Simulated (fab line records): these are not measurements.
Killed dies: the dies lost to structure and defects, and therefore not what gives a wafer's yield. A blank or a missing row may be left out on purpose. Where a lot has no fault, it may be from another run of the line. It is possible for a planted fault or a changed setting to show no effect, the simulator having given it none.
One fault through the eyes of 2 desks	flow gf180mcu	what lay behind the numbers comes last; until then each desk has only its own

FROM THE METROLOGY DESK
What the gauges read, lot by lot, whatever tool the lot ran on: means of the sampled wafers that have a number. If a lot's mean is further than 4 standard deviations from the usual mean, the lot is out of limits and carries the mark OUT (the distance appears in the brackets).
Columns: A = STI_OXIDATION_THK at GF_STI_THK_MEAS_02, usual 9.70 nm; B = STI_CVD_23_THK at GF_STI_THK_MEAS_24, usual 648 nm; C = MVSD_OVL at GF_MVSD_OVL_MEAS_07, usual -0.8 nm
lot	first seen here	A	B	C
L100	day 1 11:31	9.45	648	-0.2
L101	day 1 16:31	9.31	651	-0.2
L102	day 1 22:23	9.33	646	1.0
L105	day 2 12:49	9.79	650	-0.0
L108	day 3 03:54	9.57	650	-0.1
L110	day 3 13:31	9.39	642	-0.8
L111	day 3 18:31	9.79	645	-0.6
L112	day 3 23:32	9.88	641	-2.1
L114	day 4 13:14	10.05	662	-2.2
L115	day 4 18:38	9.78	644	-2.0
L116	day 5 00:06	10.08	645	-2.0
L118	day 5 06:43	9.87	647	0.9
L117	day 5 06:44	9.87	643	0.2
Result from this desk: across the 13 lots, nothing is out of limits.

TOOL OWNER'S DESK, litho track-04
The tool's own readings at GF_VT_IMPLANT_COAT_02 (resist thk 1000 nm): means of the sampled wafers that have a number, for each lot that ran on this tool. If a lot's mean is further than 4 standard deviations from the usual mean, the lot is out of limits and carries the mark OUT (the distance appears in the brackets).
Columns: A = spin speed rpm at GF_VT_IMPLANT_COAT_02, usual 2999.9 rpm
lot	first seen here	A
L101	day 5 10:35	2998.5
L102	day 5 17:46	2999.2
L105	day 6 12:52	3079.7 (+35) OUT
L108	day 7 05:38	3082.0 (+36) OUT
L118	day 10 00:25	2999.9
This desk's verdict: out of limits on L105, L108, starting with L105 at day 6 12:52 (spin speed rpm at GF_VT_IMPLANT_COAT_02). L101, L102, L118: within limits.

ALL TOGETHER
An alarm could have come from the tool owner's desk at day 6 12:52, on L105, L108.
The metrology desk saw nothing out of limits.
The metrology desk holds a record of L105, L108, inside its limits.
Of the lots named, all ran GF_VT_IMPLANT_COAT_02 on litho track-04.

WHAT HAD BEEN PUT IN BY THE SIMULATOR
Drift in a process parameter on litho track-04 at GF_VT_IMPLANT_COAT_02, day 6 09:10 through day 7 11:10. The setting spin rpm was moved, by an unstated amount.
Struck lots among those shown: L105, L108.
Time in hours from fault onset to the first out-of-limits reading at each desk: the tool owner's desk, 4.
